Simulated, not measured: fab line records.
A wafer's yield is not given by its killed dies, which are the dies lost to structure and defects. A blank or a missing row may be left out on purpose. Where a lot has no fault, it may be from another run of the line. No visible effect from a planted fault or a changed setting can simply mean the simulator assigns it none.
fab line records ; flow sky130
record lots=6; wafers=18; lastDay=50
route steps=708 shown LOCAL_INTERCONNECT@389
lots that met no fault: taken from a fault-free run of the same line
startH: hours from the record's opening day to when the first of the lot's shown wafers began ; waitH: hours elapsed since this lot's preceding step ; " repeats the value in the row above ; L1.1+2: several wafers, shown together as one row ; - either no value or no given start ; * or withheld: withheld ; < > ~ a bound
route shown NAME@n: NAME is a module with steps in the file, n the number in the route of the first one ; usual: mean/standard deviation of fault-free wafers ; same: alike in all rows ; chamber/n: place in a boat ; sites: per-site readings ; _std_site: how widely they spread, as a standard deviation ; _edge_site: inner sites' mean taken away from outer sites' mean ; radiusMm: how far each site lies from the wafer's centre ; mask NAME#n: copy n ; behind: the tool/chamber that last shaped the wafer ; hold: the reason the lot was held/the length of the hold in hours/how it ended ; device: transistor that didn't switch, given as n, p or np ; end of line: at the end of the route, the tests of the same wafers ; where a step has no rows: the recipe by itself ; killed: at the first sort, the dies lost to defects and structure; wafer yield is something else ; map: a wafer's dies, x killed, . not, _ none there
set.NAME: the setting as run; set.NAME@STEP: as run at that earlier step ; model.NAME: the simulator's own value behind a step, which no gauge read
lots seen at some steps along the route; tables by step, rows by wafer
services: a tool's chamber out of use, with start hour (startH, from the record's first day; less than 0 if before it), hours out, and reason
## steps
# step SKY_LOCAL_INTERCONNECT_THK_MEAS_02
# recipe thkMeasGauge=xrf; reads=TiN_of_LOCAL_INTERCONNECT_SPUTTER_00
# usual LOCAL_INTERCONNECT_TIN_THK=101.9/1.6
lot.wafer;tool;chamber;startH;waitH;LOCAL_INTERCONNECT_TIN_THK[nm]
L661.1;filmMetro-03;-;729.34;0.1;100.7
L661.2;filmMetro-03;-;729.34;0.1;101.4
L661.6;filmMetro-03;-;729.34;0.1;100.4
L666.2;filmMetro-03;-;749.61;0.1;102.8
L666.3;filmMetro-03;-;749.61;0.1;102.8
L666.6;filmMetro-03;-;749.61;0.1;103.1
L668.3;filmMetro-02;-;754.54;0.1;103.9
L668.5;filmMetro-02;-;754.54;0.1;100.9
L668.6;filmMetro-02;-;754.54;0.1;103.5
L675.2;filmMetro-04;-;788.93;0.1;98.5
L675.3;filmMetro-04;-;788.93;0.1;99.5
L675.4;filmMetro-04;-;788.93;0.1;100.7
L679.1;filmMetro-04;-;838.13;0.1;101.8
L679.3;filmMetro-04;-;838.13;0.1;104.3
L679.5;filmMetro-04;-;838.13;0.1;101.9
L681.2;filmMetro-02;-;840.21;0.1;103.5
L681.4;filmMetro-02;-;840.21;0.1;100.2
L681.6;filmMetro-02;-;840.21;0.1;101.9
# step SKY_LOCAL_INTERCONNECT_DEHYDRATE_03
# recipe tempC=200; timeS=60
# step SKY_LOCAL_INTERCONNECT_HMDS_04
# recipe primeTimeS=60; primeTempC=120
# step SKY_LOCAL_INTERCONNECT_COAT_05
# recipe resist=BARC; tempC=withheld; timeS=withheld; spinRpm=3000; resistThkNm=60
# step SKY_LOCAL_INTERCONNECT_COAT_06
# recipe resist=KrF-thick; spinRpm=3000; resistThkNm=450
# step SKY_LOCAL_INTERCONNECT_SOFTBAKE_07
# recipe tempC=100; timeS=90; resist=KrF-thick
# step SKY_LOCAL_INTERCONNECT_EXPOSE_08
# recipe maskId=LI1M; na=0.8; sourceShape=annular; sigmaInner=0.55; sigmaOuter=0.85; targetCdNm=170; doseMj=28
# step SKY_LOCAL_INTERCONNECT_PEB_09
# recipe pebTempC=withheld; pebTimeS=withheld; resist=KrF-thick
# step SKY_LOCAL_INTERCONNECT_DEVELOP_10
# recipe developTimeS=60; resist=KrF-thick; devTempC=21
# step SKY_LOCAL_INTERCONNECT_CD_MEAS_11
# recipe targetCdNm=170
# usual cdNm=170.1/1.7
lot.wafer;tool;chamber;startH;waitH;cdNm
L661.1;cdSem-01;-;755.42;-;173.1
L661.2;cdSem-01;-;755.42;-;173.8
L661.6;cdSem-01;-;755.42;-;174.2
L666.2;cdSem-02;-;775.99;-;172.1
L666.3;cdSem-02;-;775.99;-;170.7
L666.6;cdSem-02;-;775.99;-;171.7
L668.3;cdSem-02;-;780.36;-;168.6
L668.5;cdSem-02;-;780.36;-;170.0
L668.6;cdSem-02;-;780.36;-;168.8
L675.2;cdSem-01;-;814.49;-;169.0
L675.3;cdSem-01;-;814.49;-;168.4
L675.4;cdSem-01;-;814.49;-;170.0
L679.1;cdSem-02;-;863.53;-;171.0
L679.3;cdSem-02;-;863.53;-;170.8
L679.5;cdSem-02;-;863.53;-;170.7
L681.2;cdSem-01;-;865.62;-;171.9
L681.4;cdSem-01;-;865.62;-;172.0
L681.6;cdSem-01;-;865.62;-;170.0
# step SKY_LOCAL_INTERCONNECT_OVL_MEAS_12
# usual LOCAL_INTERCONNECT_OVL=0/6.3
lot.wafer;tool;chamber;startH;waitH;LOCAL_INTERCONNECT_OVL[nm]
L661.1;overlay-01;-;755.54;0.1;-2
L661.2;overlay-01;-;755.54;0.1;-13
L661.6;overlay-01;-;755.54;0.1;-1
L666.2;overlay-02;-;776.10;0.1;9
L666.3;overlay-02;-;776.10;0.1;-6
L666.6;overlay-02;-;776.10;0.1;2
L668.3;overlay-01;-;780.45;0.1;-13
L668.5;overlay-01;-;780.45;0.1;-10
L668.6;overlay-01;-;780.45;0.1;6
L675.2;overlay-01;-;814.60;0.1;0
L675.3;overlay-01;-;814.60;0.1;0
L675.4;overlay-01;-;814.60;0.1;0
L679.1;overlay-02;-;863.65;0.1;4
L679.3;overlay-02;-;863.65;0.1;-3
L679.5;overlay-02;-;863.65;0.1;2
L681.2;overlay-01;-;865.73;0.1;-2
L681.4;overlay-01;-;865.73;0.1;-3
L681.6;overlay-01;-;865.73;0.1;-5
# step SKY_LOCAL_INTERCONNECT_ETCH_13
# recipe chemistry=N2/H2; target=BARC; ionEnergyEv=200; biasW=100; pressureMtorr=30; n2FlowSccm=100; h2FlowSccm=200; icpW=500; stopOn=SiO2; timeS=45.9; targetDepthA=600
# usual drypumpMotorCurrentA=6.28/0.29; oesProductAu=0.855/0.0043; rfFwdPowerW=494.5/2.4; throttleValvePct=13.224/0.0089
lot.wafer;tool;chamber;startH;waitH;drypumpMotorCurrentA;oesProductAu;rfFwdPowerW;rfHoursCounterH;throttleValvePct
L661.1;rieMetal-04;1;755.57;0.0;6.40;0.861;490.6;1;13.216
L661.2;rieMetal-04;0;755.57;0.0;6.36;0.858;494.8;7;13.229
L661.6;rieMetal-04;0;755.57;0.0;6.37;0.853;494.9;-;13.220
L666.2;rieMetal-03;1;776.13;0.0;6.52;0.852;494.6;13;13.218
L666.3;rieMetal-03;1;776.13;0.0;6.52;0.858;494.2;-;13.208
L666.6;rieMetal-03;1;776.13;0.0;6.57;0.852;493.6;-;13.216
L668.3;rieMetal-03;1;780.50;0.0;6.48;0.855;495.8;-;13.220
L668.5;rieMetal-03;0;780.50;0.0;5.80;0.853;493.7;-;13.225
L668.6;rieMetal-03;1;780.50;0.0;6.46;0.864;495.5;-;13.217
L675.2;rieMetal-01;0;814.63;0.0;5.97;0.855;496.0;3;13.221
L675.3;rieMetal-01;1;814.63;0.0;6.60;0.852;493.8;-;13.217
L675.4;rieMetal-01;0;814.63;0.0;5.97;0.859;497.5;-;13.225
L679.1;rieMetal-03;0;863.69;0.0;5.78;0.855;495.3;14;13.221
L679.3;rieMetal-03;0;863.69;0.0;5.81;0.856;495.5;-;13.227
L679.5;rieMetal-03;0;863.69;0.0;5.79;0.857;493.1;-;13.243
L681.2;rieMetal-04;0;865.76;0.0;6.30;0.849;497.2;10;13.223
L681.4;rieMetal-04;0;865.76;0.0;6.34;0.860;497.1;-;13.237
L681.6;rieMetal-04;1;865.76;0.0;6.36;0.859;489.4;-;13.232
# step SKY_LOCAL_INTERCONNECT_METAL_ETCH_14
# recipe targetDepthNm=110; stopOn=PSG; chemistry=Cl2/BCl3; target=TiN; resistSidewallDeg=88; pressureMtorr=10; icpW=900; biasW=48.5; Cl2_flow_sccm=60; bcl3FlowSccm=30; timeS=31.4
# usual drypumpMotorCurrentA=6.28/0.29; oesProductAu=0.943/0.0086; rfFwdPowerW=888/5.4; throttleValvePct=21.900/0.01
lot.wafer;tool;chamber;startH;waitH;drypumpMotorCurrentA;oesProductAu;rfFwdPowerW;rfHoursCounterH;throttleValvePct;model.etch.depthNm;model.LOCAL_INTERCONNECT.featureDepthNm;model.KrF-thick_of_LOCAL_INTERCONNECT_COAT_06.thkNm
L661.1;rieMetal-04;1;755.64;0.0;6.39;0.931;876;1;21.910;99.66;99.66;347
L661.2;rieMetal-04;0;755.64;0.0;6.26;0.942;891;7;21.902;100.6;100.6;346.7
L661.6;rieMetal-04;0;755.64;0.0;6.34;0.934;888;-;21.911;99.04;99.04;344.8
L666.2;rieMetal-03;1;776.19;0.0;6.46;0.943;893;13;21.907;101;101;350
L666.3;rieMetal-03;1;776.19;0.0;6.49;0.941;889;-;21.873;100.9;100.9;349.4
L666.6;rieMetal-03;1;776.19;0.0;6.48;0.892;890;-;21.933;90.92;90.92;356.3
L668.3;rieMetal-03;1;780.56;0.0;6.48;0.951;891;-;21.901;102.8;102.8;349
L668.5;rieMetal-03;0;780.56;0.0;5.80;0.938;888;-;21.906;99.92;99.92;350
L668.6;rieMetal-03;1;780.56;0.0;6.53;0.882;889;-;21.930;89.56;89.56;357
L675.2;rieMetal-01;0;814.69;0.0;5.98;0.921;889;3;21.925;96.02;96.02;353.3
L675.3;rieMetal-01;1;814.69;0.0;6.58;0.925;888;-;21.911;97;97;348.8
L675.4;rieMetal-01;0;814.69;0.0;5.99;0.930;890;-;21.912;98.28;98.28;353
L679.1;rieMetal-03;0;863.75;0.0;5.81;0.939;888;14;21.897;99.09;99.09;349.5
L679.3;rieMetal-03;0;863.75;0.0;5.79;0.952;891;-;21.885;102;102;349.4
L679.5;rieMetal-03;0;863.75;0.0;5.80;0.928;886;-;21.917;98.63;98.63;350.3
L681.2;rieMetal-04;0;865.82;0.0;6.33;0.949;893;10;21.902;102;102;348.7
L681.4;rieMetal-04;0;865.82;0.0;6.31;0.944;894;-;21.888;99.47;99.47;350.2
L681.6;rieMetal-04;1;865.82;0.0;6.39;0.942;879;-;21.902;100.2;100.2;350.5
# step SKY_LOCAL_INTERCONNECT_STRIP_15
# recipe chemistry=O2/N2; powerW=1400; pressureMtorr=1500; platenTempC=withheld; o2FlowSccm=3000; n2FlowSccm=300; overashFraction=0.5
# usual drypumpMotorCurrentA=5.7/0.54; oesProductAu=0.427/0.0044; stripTimeToEndpointS=4.726/0.025
lot.wafer;tool;chamber;startH;waitH;drypumpMotorCurrentA;oesProductAu;rfHoursCounterH;stripTimeToEndpointS
L661.1;plasmaAsher-01;1;755.69;0.0;5.4;0.430;67;4.687
L661.2;plasmaAsher-01;0;755.69;0.0;6.0;0.431;67;4.700
L661.6;plasmaAsher-01;1;755.69;0.0;5.3;0.437;-;4.682
L666.2;plasmaAsher-02;0;776.24;0.0;5.6;0.433;34;4.732
L666.3;plasmaAsher-02;1;776.24;0.0;5.7;0.431;-;4.715
L666.6;plasmaAsher-02;0;776.24;0.0;5.6;0.428;-;4.815
L668.3;plasmaAsher-01;1;780.63;0.1;5.4;0.434;-;4.747
L668.5;plasmaAsher-01;1;780.63;0.1;5.3;0.432;-;4.740
L668.6;plasmaAsher-01;0;780.63;0.1;6.0;0.432;-;4.808
L675.2;plasmaAsher-04;1;814.74;0.0;5.0;0.435;94;4.776
L675.3;plasmaAsher-04;0;814.74;0.0;6.7;0.430;-;4.726
L675.4;plasmaAsher-04;1;814.74;0.0;5.0;0.428;-;4.766
L679.1;plasmaAsher-01;0;863.80;0.0;6.0;0.433;78;4.735
L679.3;plasmaAsher-01;1;863.80;0.0;5.4;0.423;-;4.727
L679.5;plasmaAsher-01;0;863.80;0.0;6.0;0.430;-;4.736
L681.2;plasmaAsher-04;1;865.87;0.0;5.0;0.424;99;4.729
L681.4;plasmaAsher-04;1;865.87;0.0;5.0;0.431;-;4.754
L681.6;plasmaAsher-04;0;865.87;0.0;6.7;0.424;-;4.740
# step SKY_LOCAL_INTERCONNECT_STRIP_16
# recipe chemistry=postEtchResidueRemover; timeS=1200; tempC=72.5
## services
tool;chamber;startH;hours;kind
rieMetal-01;0;737.82;-;clean
rieMetal-01;0;737.82;17.6;scheduledDown
rieMetal-01;0;737.82;17.6;ventCycle
rieMetal-04;-;752.19;2.8;pm
rieMetal-04;-;793.48;0.8;repair
rieMetal-04;-;835.12;4.3;pm
rieMetal-03;-;865.37;1.2;repair
## key
firstSign step=SKY_LOCAL_INTERCONNECT_METAL_ETCH_14; reading=oesProductAu; direction=down; sigmas=6.5; usual=0.943; struck=0.887
effect step=SKY_LOCAL_INTERCONNECT_METAL_ETCH_14; reading=throttleValvePct; direction=up; sigmas=3.1; usual=21.900; struck=21.932
effect step=SKY_LOCAL_INTERCONNECT_STRIP_15; reading=stripTimeToEndpointS; direction=up; sigmas=3.3; usual=*; struck=*
modelEffect step=SKY_LOCAL_INTERCONNECT_METAL_ETCH_14; value=etch.depthNm; without=102.2; struck=90.24
metAt SKY_LOCAL_INTERCONNECT_METAL_ETCH_14
struckWafers L666.6,L668.6
laterRowsLeftOut L666.6,L668.6
sortLeftOut L666.6,L668.6
testerLeftOut L666,L668
fault kind=processParameterDrift; tool=rieMetal-03; chamber=-; onsetH=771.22; steps=SKY_LOCAL_INTERCONNECT_METAL_ETCH_14; channel=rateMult; offset=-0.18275; shape=step; endH=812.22; scope=struckWafersOnly
# testerLeftOut: of these lots the tester's yield and bins aren't shown, on N5 and GAA mostly nor the transistor test; their killed dies are dies lost to structure and defects alone, not to doping, threshold or leakage, so they don't give the yield
# sortLeftOut: the simulated sort isn't trusted on such a fault, so these wafers' sort isn't shown, and their yield isn't known
# laterRowsLeftOut: the simulator's readings of these wafers behind a module that went badly wrong aren't trusted and aren't shown, but for the sort
